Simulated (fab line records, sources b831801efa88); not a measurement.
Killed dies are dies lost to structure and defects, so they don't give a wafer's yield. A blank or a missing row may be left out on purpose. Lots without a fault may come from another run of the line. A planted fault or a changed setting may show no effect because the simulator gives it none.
One fault seen from 2 desks | flow gf180mcu | each desk has only its own numbers; what lay behind them comes last

THE TOOL OWNER'S DESK: pecvd-04
The tool's own readings at GF_SAB_CVD_00 (deposits SiO2 from TEOS, target thk 50 nm, time 4.9302 s): means of the sampled wafers that have a number, for each lot that ran on this tool. A lot is out of limits, marked OUT, if its mean lies more than 4 standard deviations from the usual mean; the brackets give that distance.
Columns: A = heater_power_w at GF_SAB_CVD_00, usual 648 W; B = rf_fwd_power_W at GF_SAB_CVD_00, usual 586.5 W
lot  | first seen here | A   | B
L562 | day 19 05:29    | 648 | 591.3
This desk's finding: nothing out of limits on the one lot.

THE METROLOGY DESK
What the gauges read, lot by lot, whatever tool the lot ran on: means of the sampled wafers that have a number. A lot is out of limits, marked OUT, if its mean lies more than 4 standard deviations from the usual mean; the brackets give that distance.
Columns: A = cd_nm at GF_HV_LDD_CD_MEAS_19, usual 399.9 nm; B = HV_LDD_RS at GF_HV_LDD_RS_MEAS_53, usual 418.8 ohm/sq; C = SAB_CVD_00_THK at GF_SAB_THK_MEAS_01, usual 50.0 nm
lot  | first seen here | A     | B     | C
L549 | day 10 15:02    | 398.5 | 417.4 | 49.9
L550 | day 11 01:53    | 399.9 | 418.7 | 49.9
L551 | day 11 06:14    | 399.6 | 418.7 | 49.9
L552 | day 11 21:35    | 395.2 | 418.9 | 50.4
L554 | day 12 14:52    | 393.5 | 418.5 | 51.1
L562 | day 15 04:34    | 401.6 | 419.7 | 46.3 (-4.8) OUT
L564 | day 15 19:05    | 403.3 | 418.1 | 50.4
L565 | day 16 03:41    | 400.2 | 420.4 | 51.4
L567 | day 16 11:53    | 400.5 | 419.2 | 48.1
L569 | day 17 02:42    | 403.3 | 418.9 | 50.1
L570 | day 17 08:50    | 399.6 | 418.1 | 51.3
L572 | day 18 14:21    | 401.1 | 419.9 | 50.2
This desk's finding: out of limits on L562; first on L562, day 19 05:31 (SAB_CVD_00_THK at GF_SAB_THK_MEAS_01). In limits: L549, L550, L551, L552, L554, L564, L565, L567, L569, L570, L572.

PUT TOGETHER
The metrology desk could have raised an alarm at day 19 05:31, on L562.
The tool owner's desk saw nothing out of limits.
The tool owner's desk has L562 on record, within its limits.
Of the lots named, all ran GF_SAB_CVD_00 on pecvd-04.

WHAT THE SIMULATOR HAD PUT IN
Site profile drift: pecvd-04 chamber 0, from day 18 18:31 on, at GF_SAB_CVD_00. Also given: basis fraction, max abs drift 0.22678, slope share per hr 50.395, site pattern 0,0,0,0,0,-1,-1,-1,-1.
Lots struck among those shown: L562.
Hours from the fault's start to each desk's first reading out of limits: the metrology desk, 11.
